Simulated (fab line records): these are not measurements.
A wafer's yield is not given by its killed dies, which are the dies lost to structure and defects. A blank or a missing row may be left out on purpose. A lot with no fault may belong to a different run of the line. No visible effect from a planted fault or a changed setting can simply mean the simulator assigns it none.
A lot that was struck, set against a sound lot / flow sky130 / 15 steps out of a route of 708
Sound: wafers L305.2, L305.3, L305.6. The struck wafers were L294.1, L294.2, L294.6. The cause is given at the end.
Order at every step that has rows: each side's tool, ch and its chambers, its first start. Under that, the readings that differ: sound wafers / struck wafers / difference of the means / sigmas: that difference in standard deviations of wafers without a fault.
alike: readings with means less than 2 such deviations apart, plus words and numbers identical on both sides. not compared: withheld readings, readings lacking a value on some wafer, bounds such as >300 that could conceal the same value, and numbers that have no deviation in the record and whose values overlap.
The two part at a step that has a row with sigmas, a row that says differs or no value, or rows on one side only. Numbers that have no deviation but don't overlap get no sigmas and don't part them. Lack of a reading on every wafer of one side parts them only where that side has two or more wafers.

SKY_CAPM_SPUTTER_02: material TiN, target thk 200 nm, time 166.7 s.
  sound: pvd sputter-04 at day 42 22:41; struck: pvd sputter-04 at day 39 10:57
  alike: throttle valve pct
SKY_CAPM_RS_MEAS_03: a four-point-probe measurement.
  sound: film metro-01 at day 42 22:49; struck: film metro-01 at day 39 11:04
  alike: CAPM_TIN_RS
SKY_CAPM_THK_MEAS_04: measures by xrf.
  sound: film metro-01 at day 42 22:56; struck: film metro-01 at day 39 11:11
  alike: CAPM_TIN_THK
then, 7 steps without rows for these wafers: SKY_CAPM_DEHYDRATE_05 (time 60 s); SKY_CAPM_HMDS_06 (prime time 60 s); SKY_CAPM_COAT_07 (resist thk 1140 nm); SKY_CAPM_SOFTBAKE_08 (time 60 s); SKY_CAPM_EXPOSE_09 (exposes mask CAPM, target cd 1000 nm); SKY_CAPM_PEB_10; SKY_CAPM_DEVELOP_11 (develop time 60 s).
SKY_CAPM_OVL_MEAS_12:
  sound: overlay-02 at day 43 20:47; struck: overlay-01 at day 40 11:14
  alike: CAPM_OVL
SKY_CAPM_METAL_ETCH_13: etches TiN in Cl2/BCl3, stops on SiO2, target depth 220 nm, time 62.9 s.
  sound on rie metal-03 ch 0,1, day 43 20:49; struck on rie metal-04 ch 0,1, day 40 11:16
  alike: bias w, drypump motor current A, mfc cl2 sccm, oes product au, throttle valve pct
  not compared: rf hours counter h
SKY_CAPM_STRIP_14: strips in O2/N2.
  sound on plasma asher-03 ch 0,1, day 43 20:54; struck on plasma asher-01 ch 0,1, day 40 11:21
reading=n2 flow sccm (sccm); sound=298.2 298.7 298.9; struck=300.1 301.4 301.1; difference=+2.3; sigmas=+3
reading=o2 flow sccm (sccm); sound=2984 2993 3006; struck=3601 3600 3597; difference=+605; sigmas=+65
reading=strip time to endpoint s (s); sound=12.58 12.69 12.65; struck=12.51 12.52 12.49; difference=-0.13; sigmas=-3
  alike: drypump motor current A, oes product au
  not compared: rf hours counter h
then, 2 steps without rows for these wafers: SKY_CAPM_STRIP_15 (strips in post etch residue remover, time 1200 s); SKY_PAD_OPEN_PROBE_99.

WHERE THEY PART
Within this record, at SKY_CAPM_STRIP_14 only.

WHY: what the simulator had put in
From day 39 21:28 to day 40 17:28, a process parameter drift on plasma asher-01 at SKY_CAPM_STRIP_14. The setting o2 flow sccm was moved by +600, starting from 3000. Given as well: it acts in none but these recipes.
